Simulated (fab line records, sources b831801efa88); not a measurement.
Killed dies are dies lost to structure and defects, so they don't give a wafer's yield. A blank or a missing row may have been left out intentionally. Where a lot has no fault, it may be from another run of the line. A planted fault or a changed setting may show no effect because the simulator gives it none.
The tool behind it: which one?	flow sky130	13 lots with 39 wafers sampled at 5 steps, on a route of 708 steps

## WHAT EACH GAUGE READ, for each wafer
SKY_NWELL_OVL_MEAS_23. Usual: NWELL_01_OVL -0.3 nm, standard deviation 1.5.
lot	measured	on	NWELL_01_OVL (nm)	flag
L922	day 5 10:38	overlay-02	-1.2 -0.9 -2.7	
L925	day 5 21:42	overlay-01	-0.8 0.1 -0.9	
L926	day 6 08:39	overlay-01	0.5 -0.2 1.8	
L927	day 6 12:20	overlay-01	1.3 0.3 -0.3	
L928	day 6 16:38	overlay-02	-1.7 -1.8 -2.1	
L929	day 6 23:11	overlay-01	-1.0 -0.3 -2.4	
L930	day 7 07:35	overlay-01	0.9 0.6 1.2	
L931	day 7 15:43	overlay-02	-1.4 -0.9 -0.6	
L932	day 7 19:01	overlay-01	-1.9 -2.5 -1.5	
L933	day 8 01:47	overlay-02	-0.8 -2.2 -2.4	
L937	day 8 23:50	overlay-02	-1.5 -1.8 -0.4	
L938	day 9 07:53	overlay-02	0.2 -0.7 -0.1	
L939	day 9 17:55	overlay-01	1.0 0.4 0.0	

SKY_SONOS_ONO_THK_MEAS_05. Usual: SONOS_ONO_CVD_04_THK 5.73 nm, standard deviation 0.1.
lot	measured	on	SONOS_ONO_CVD_04_THK (nm)	flag
L922	day 11 17:38	film-metro-02	5.75 5.72 5.71	
L925	day 12 08:13	film-metro-02	5.70 5.70 5.67	
L926	day 13 00:31	film-metro-02	5.49 5.69 5.58	
L927	day 13 06:17	film-metro-01	5.69 5.73 5.70	
L928	day 13 10:28	film-metro-01	5.59 5.61 5.62	
L929	day 13 20:55	film-metro-02	5.65 5.80 5.75	
L930	day 14 06:51	film-metro-03	5.59 5.59 5.57	
L931	day 14 15:48	film-metro-01	5.86 5.86 5.89	
L932	day 14 21:45	film-metro-02	5.85 5.83 5.78	
L933	day 15 05:38	film-metro-02	5.90 5.73 5.78	
L937	day 16 12:11	film-metro-03	5.73 5.62 5.78	
L938	day 16 22:50	film-metro-01	7.14 7.04 7.21	OFF
L939	day 17 10:36	film-metro-02	7.01 7.07 7.15	OFF

SKY_SONOS_ONO_OVL_MEAS_14. Usual: SONOS_ONO_OVL 0.9 nm, standard deviation 1.3.
lot	measured	on	SONOS_ONO_OVL (nm)	flag
L922	day 12 18:04	overlay-02	1.4 -0.1 0.4	
L925	day 13 09:08	overlay-02	1.8 2.8 2.3	
L926	day 14 02:16	overlay-01	-0.4 -0.2 -0.5	
L927	day 14 08:45	overlay-02	2.0 0.7 1.5	
L928	day 14 12:36	overlay-02	2.1 1.5 1.5	
L929	day 14 23:47	overlay-01	1.6 0.9 1.9	
L930	day 15 09:05	overlay-01	-0.2 -0.5 0.4	
L931	day 15 18:49	overlay-01	4.6 3.6 3.1	
L932	day 16 00:41	overlay-02	0.6 -1.1 0.2	
L933	day 16 08:51	overlay-02	-0.7 0.9 -1.2	
L937	day 17 16:59	overlay-01	1.1 2.3 1.9	
L938	day 18 04:08	overlay-02	-0.8 2.5 2.3	
L939	day 18 16:37	overlay-02	0.6 2.2 1.1	

## EACH LOT AND THE TOOL THAT RAN IT (in order: tool; ch and the chambers of the sampled wafers; start)
lot	SKY_VT_ADJUST_HVTR_STRIP_10	SKY_SONOS_ONO_CVD_04
L922	plasma-asher-04 ch 0,1, day 9 15:37	lpcvd-03 ch 0, day 11 16:22
L925	plasma-asher-02 ch 0,1, day 10 05:41	lpcvd-03 ch 0, day 12 06:56
L926	plasma-asher-04 ch 0,1, day 10 18:38	lpcvd-03 ch 0, day 12 23:16
L927	plasma-asher-02 ch 0,1, day 10 23:04	lpcvd-03 ch 1, day 13 05:01
L928	plasma-asher-04 ch 0,1, day 11 03:41	lpcvd-03 ch 0, day 13 09:13
L929	plasma-asher-01 ch 0,1, day 11 13:58	lpcvd-03 ch 1, day 13 19:40
L930	plasma-asher-01 ch 0,1, day 11 22:34	lpcvd-03 ch 1, day 14 05:35
L931	plasma-asher-02 ch 0,1, day 12 06:16	lpcvd-03 ch 1, day 14 13:55
L932	plasma-asher-02 ch 0,1, day 12 13:55	lpcvd-03 ch 0, day 14 19:51
L933	plasma-asher-04 ch 0,1, day 12 19:22	lpcvd-03 ch 0, day 15 04:23
L937	plasma-asher-04 ch 0,1, day 13 23:14	lpcvd-03 ch 0, day 16 10:56
L938	plasma-asher-04 ch 0,1, day 14 08:39	lpcvd-03 ch 1, day 16 21:35
L939	plasma-asher-01 ch 0,1, day 14 21:14	lpcvd-03 ch 0, day 17 09:21
- SKY_VT_ADJUST_HVTR_STRIP_10: strips in O2/N2.
- SKY_SONOS_ONO_CVD_04: deposits SiO2 from SiH4/N2O, target thk 5.7199 nm.

## WHAT THE TOOLS THEMSELVES READ (means of the sampled wafers that have a number; where no wafer has one, the mark that the record gives instead)
SKY_VT_ADJUST_HVTR_STRIP_10. Usual: drypump-motor-current-A 5.7 A, standard deviation 0.37; oes-product-au 0.715 a.u., standard deviation 0.0045; strip-time-to-endpoint-s 14.19 s, standard deviation 0.043.
lot	tool	drypump-motor-current-A (A)	oes-product-au (a.u.)	strip-time-to-endpoint-s (s)	flag
L922	plasma-asher-04	5.8	0.714	14.16	
L925	plasma-asher-02	5.4	0.716	14.19	
L926	plasma-asher-04	5.8	0.715	14.11	
L927	plasma-asher-02	5.3	0.716	14.20	
L928	plasma-asher-04	5.9	0.715	14.18	
L929	plasma-asher-01	5.7	0.717	14.17	
L930	plasma-asher-01	5.9	0.715	14.15	
L931	plasma-asher-02	5.4	0.715	14.18	
L932	plasma-asher-02	5.3	0.717	14.21	
L933	plasma-asher-04	5.8	0.717	14.23	
L937	plasma-asher-04	5.9	0.716	14.15	
L938	plasma-asher-04	5.8	0.713	14.18	
L939	plasma-asher-01	5.9	0.716	14.20	

## THE ANSWER, worked out from the rows above alone
Rule: a lot is off if the mean of its wafers that have a number lies more than 3 standard deviations from the usual mean. A lot without any number at a reading at which 4 lots or more have one is off too. The other lots that the step has rows for count as sound. First the gauges in route order, then the tools' own readings, where a lot's mean is used as printed above. At the first step where some lot is off, the reading lying furthest off is the one used; lots without a number count as furthest.
Off: L938, L939, seen at SKY_SONOS_ONO_THK_MEAS_05 (SONOS_ONO_CVD_04_THK).
A tool fits if, at a process step before that reading, it ran every lot that is off, and no sound lot after the first of them. Gauges at SKY_SONOS_ONO_THK_MEAS_05: tried the same way as those tools. One fits: lpcvd-03 at SKY_SONOS_ONO_CVD_04. Its last sound lot is L937 (day 16 10:56), its first lot that is off L938 (day 16 21:35): a fault that began between those two fits.

## WHAT THE SIMULATOR PUT IN
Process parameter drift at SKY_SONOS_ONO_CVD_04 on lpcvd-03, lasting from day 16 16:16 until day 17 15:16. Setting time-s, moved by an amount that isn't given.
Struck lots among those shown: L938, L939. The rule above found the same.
